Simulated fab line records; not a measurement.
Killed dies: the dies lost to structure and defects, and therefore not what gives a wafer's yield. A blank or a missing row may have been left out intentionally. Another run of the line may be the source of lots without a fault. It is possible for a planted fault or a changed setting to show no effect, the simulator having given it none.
Chamber matching ; flow gf180mcu ; GF_V3_CMP_26 on cmp-01: 4 sister chambers
The step polishes, stops on SiO2, t overpolish 15 s, target thk 0 nm. 4 wafers are shown with their chamber, then 7 later ones without.

== EACH WAFER AND ITS CHAMBER ==
wafer;chamber;motor current A (A)
L623.1;0;10.3
L623.5;2;11.9
L628.2;3;11.1
L628.4;1;12.0

== WAFERS MISSING THEIR CHAMBER ==
wafer;motor current A (A)
L628.5;12.4
L629.1;11.8
L629.4;9.7
L629.5;10.3
L634.2;11.9
L634.4;9.9
L634.5;10.5

== EACH ONE'S CHAMBER ==
wafer;from the rows above;in truth
L628.5;can't be placed: 1 or 2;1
L629.1;can't be placed: 2 or 1 or 3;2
L629.4;0;0
L629.5;0;0
L634.2;can't be placed: 2 or 1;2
L634.4;0;0
L634.5;can't be placed: 0 or 3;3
3 of 7 placed correctly. Cannot be placed on the basis of these rows: 4; the candidates contain the true chamber in 4. 0 placed wrongly.
How it was worked out, from the rows above alone: a wafer's distance from a chamber is the root of the sum, over the readings, of the square of ((its reading less the chamber's mean) divided by the reading's scatter). The wafer belongs to the nearest chamber; if the next one is less than 2 further off, it can't be placed. Each chamber's mean is taken over the wafers shown for it. The scatter (one wafer shown for each chamber): square how far every hidden wafer sits from the nearest shown wafer, average those squares and take the square root.
